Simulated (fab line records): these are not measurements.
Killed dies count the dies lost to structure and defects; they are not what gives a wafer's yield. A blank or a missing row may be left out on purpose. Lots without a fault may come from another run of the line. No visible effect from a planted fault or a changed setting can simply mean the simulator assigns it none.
Which of the tools did it? -- flow sky130 -- 13 lots with 39 wafers sampled at 6 steps, on a route of 708 steps

## WHAT THE GAUGES SHOWED, per wafer
SKY_NWELL_OVL_MEAS_10. Usual: for NWELL_00_OVL the level is -0.6 nm and the standard deviation is 1.5.
lot,measured,on,NWELL_00_OVL (nm),flag
L713,day 4 23:58,overlay-02,1.3 -0.4 0.3,
L715,day 5 14:43,overlay-02,-1.8 -0.8 -1.3,
L716,day 5 21:04,overlay-02,2.1 0.8 0.1,
L717,day 6 02:20,overlay-01,-0.4 -2.0 -3.0,
L718,day 6 06:55,overlay-02,- - -,OFF
L719,day 6 10:59,overlay-02,- - -,OFF
L728,day 8 14:28,overlay-02,1.1 2.2 1.2,
L729,day 8 23:19,overlay-02,0.3 1.5 -0.9,
L730,day 9 02:31,overlay-02,-0.8 -2.8 -1.9,
L731,day 9 07:44,overlay-02,2.3 0.7 1.7,
L732,day 9 18:34,overlay-01,-0.4 0.2 0.0,
L734,day 10 02:58,overlay-02,0.4 1.2 -1.0,
L733,day 10 03:05,overlay-01,-2.9 -2.6 -4.1,

SKY_NWELL_TW_MEAS_26. Usual: for NWELL_2_TW the level is 497 and the standard deviation is 3.1.
lot,measured,on,NWELL_2_TW,flag
L713,day 5 19:09,film_metro-02,491 492 494,
L715,day 6 09:57,film_metro-02,497 499 496,
L716,day 6 16:25,film_metro-03,502 503 502,
L717,day 6 22:31,film_metro-01,494 493 494,
L718,day 7 02:40,film_metro-02,1829 1830 1831,OFF
L719,day 7 07:16,film_metro-02,1826 1831 1820,OFF
L728,day 9 12:01,film_metro-02,493 496 496,
L729,day 9 20:46,film_metro-01,499 498 499,
L730,day 10 00:03,film_metro-03,502 502 501,
L731,day 10 06:25,film_metro-02,498 495 496,
L732,day 10 17:30,film_metro-01,494 495 494,
L734,day 11 02:16,film_metro-01,496 497 498,
L733,day 11 03:01,film_metro-03,501 501 498,

SKY_VT_ADJUST_LVTN_TW_MEAS_21. Usual: for VT_ADJUST_LVTN_2_TW the level is 188.1 and the standard deviation is 0.97.
lot,measured,on,VT_ADJUST_LVTN_2_TW,flag
L713,day 8 07:48,film_metro-01,186.5 188.2 189.2,
L715,day 8 22:54,film_metro-04,189.2 188.1 189.7,
L716,day 9 05:03,film_metro-02,188.5 188.3 187.5,
L717,day 9 12:18,film_metro-04,190.0 187.9 189.6,
L718,day 9 17:06,film_metro-04,188.5 188.7 189.3,
L719,day 9 21:22,film_metro-02,187.6 187.0 188.9,
L728,day 12 10:27,film_metro-04,187.8 188.5 187.6,
L729,day 12 18:50,film_metro-01,188.8 188.3 188.7,
L730,day 12 22:36,film_metro-01,188.3 190.0 189.1,
L731,day 13 05:11,film_metro-02,187.4 188.2 187.0,
L732,day 13 18:56,film_metro-02,187.8 186.9 187.5,
L734,day 14 04:03,film_metro-04,189.1 188.9 188.0,
L733,day 14 05:40,film_metro-01,187.8 186.7 188.3,

SKY_VT_ADJUST_HVTR_CD_MEAS_07 targets a cd of 380 nm. Usual: 380.6 nm for cd_nm, sd 2.4.
lot,measured,on,cd_nm (nm),flag
L713,day 10 01:29,cd_sem-01,381.0 379.7 383.0,
L715,day 10 18:14,cd_sem-01,380.3 378.6 378.1,
L716,day 11 01:16,cd_sem-02,381.3 379.3 380.4,
L717,day 11 10:08,cd_sem-01,381.6 381.4 385.0,
L718,day 11 14:25,cd_sem-01,379.3 376.8 377.8,
L719,day 11 18:46,cd_sem-01,384.5 380.4 382.3,
L728,day 14 11:35,cd_sem-02,378.8 380.7 383.5,
L729,day 14 21:29,cd_sem-02,377.9 375.4 376.4,
L730,day 15 00:35,cd_sem-02,380.7 380.3 378.8,
L731,day 15 08:28,cd_sem-02,382.0 383.9 382.4,
L732,day 15 22:52,cd_sem-02,377.6 376.3 376.5,
L734,day 16 09:02,cd_sem-01,381.7 380.6 381.0,
L733,day 16 11:34,cd_sem-02,377.5 378.2 376.0,

SKY_VT_ADJUST_PCH_OVL_MEAS_07. Usual: for VT_ADJUST_PCH_OVL the level is -0.9 nm and the standard deviation is 1.2.
lot,measured,on,VT_ADJUST_PCH_OVL (nm),flag
L713,day 11 00:49,overlay-02,0.8 0.4 0.8,
L715,day 11 18:13,overlay-01,-1.6 -0.7 -0.3,
L716,day 12 01:22,overlay-02,1.4 1.9 0.6,
L717,day 12 10:01,overlay-02,-0.9 -1.3 -0.7,
L718,day 12 14:25,overlay-01,-1.7 -1.6 -1.9,
L719,day 12 18:26,overlay-02,-2.0 -1.7 -1.3,
L728,day 15 13:53,overlay-01,-0.6 1.1 0.3,
L729,day 15 23:02,overlay-02,0.2 -0.4 0.4,
L730,day 16 01:26,overlay-01,-1.6 -2.1 -0.4,
L731,day 16 12:22,overlay-01,-0.5 0.6 -1.0,
L732,day 17 04:31,overlay-01,0.8 -0.1 -0.3,
L734,day 17 13:55,overlay-01,-1.8 -1.8 -1.8,
L733,day 17 15:44,overlay-01,-0.9 -1.4 0.9,

## EACH LOT AND THE TOOL THAT RAN IT (in order: tool; ch and the chambers of the sampled wafers; start)
lot,SKY_NWELL_COAT_05
L713,"litho_track-03 ch 0, day 4 15:19"
L715,"litho_track-01 ch 0, day 5 05:14"
L716,"litho_track-01 ch 0, day 5 11:35"
L717,"litho_track-01 ch 0, day 5 17:08"
L718,"litho_track-01, day 5 21:23"
L719,"litho_track-01, day 6 01:41"
L728,"litho_track-01 ch 0, day 8 04:18"
L729,"litho_track-01 ch 0, day 8 12:59"
L730,"litho_track-03 ch 0, day 8 15:52"
L731,"litho_track-03 ch 0, day 8 21:10"
L732,"litho_track-03 ch 0, day 9 07:25"
L734,"litho_track-03 ch 0, day 9 16:02"
L733,"litho_track-04 ch 0, day 9 16:07"
- SKY_NWELL_COAT_05: resist thk 3000 nm.

## WHAT THE TOOLS THEMSELVES READ (means of the sampled wafers that have a number; where no wafer has one, the mark that the record gives instead)
SKY_NWELL_COAT_05. Usual: chill_plate_temp_C 22.98 C, standard deviation 0.099; dispense_pressure_kPa 45.8 kPa, standard deviation 1.1; exhaust_pa 44.9 Pa, standard deviation 0.88.
lot,tool,chill_plate_temp_C (C),dispense_pressure_kPa (kPa),exhaust_pa (Pa),flag
L713,litho_track-03,22.92,44.3,44.0,
L715,litho_track-01,22.99,46.3,45.8,
L716,litho_track-01,22.99,46.3,45.3,
L717,litho_track-01,23.05,46.3,45.0,
L718,litho_track-01,-,-,-,OFF
L719,litho_track-01,-,-,-,OFF
L728,litho_track-01,22.94,46.4,45.2,
L729,litho_track-01,23.10,46.3,45.7,
L730,litho_track-03,22.97,44.3,44.2,
L731,litho_track-03,23.06,44.3,44.4,
L732,litho_track-03,22.90,44.3,44.8,
L734,litho_track-03,22.96,44.3,44.8,
L733,litho_track-04,22.93,47.0,45.0,

## THE ANSWER, worked out from the rows above alone
Rule: lot off if the mean of its wafers having a number is beyond 3 standard deviations from the usual mean. Also off: a lot with no number at a reading for which 4 or more lots have one. All remaining lots with rows at the step are treated as sound. First the gauges in route order, then the tools' own readings, where a lot's mean is used as printed above. At the first step where some lot is off, the reading lying furthest off is the one used; lots without a number count as furthest.
Off: L718, L719, at SKY_NWELL_OVL_MEAS_10 (NWELL_00_OVL). Without a number there: L718, L719.
If a tool, at a process step before that reading, ran all the lots that are off and no sound lot after the first of them, it fits. Not tried: the gauges at SKY_NWELL_OVL_MEAS_10; whatever is off there is also off at SKY_NWELL_TW_MEAS_26, on other tools, and gauge error can't account for it. No candidate that was tried fits.

## WHAT THE SIMULATOR HAD PUT IN
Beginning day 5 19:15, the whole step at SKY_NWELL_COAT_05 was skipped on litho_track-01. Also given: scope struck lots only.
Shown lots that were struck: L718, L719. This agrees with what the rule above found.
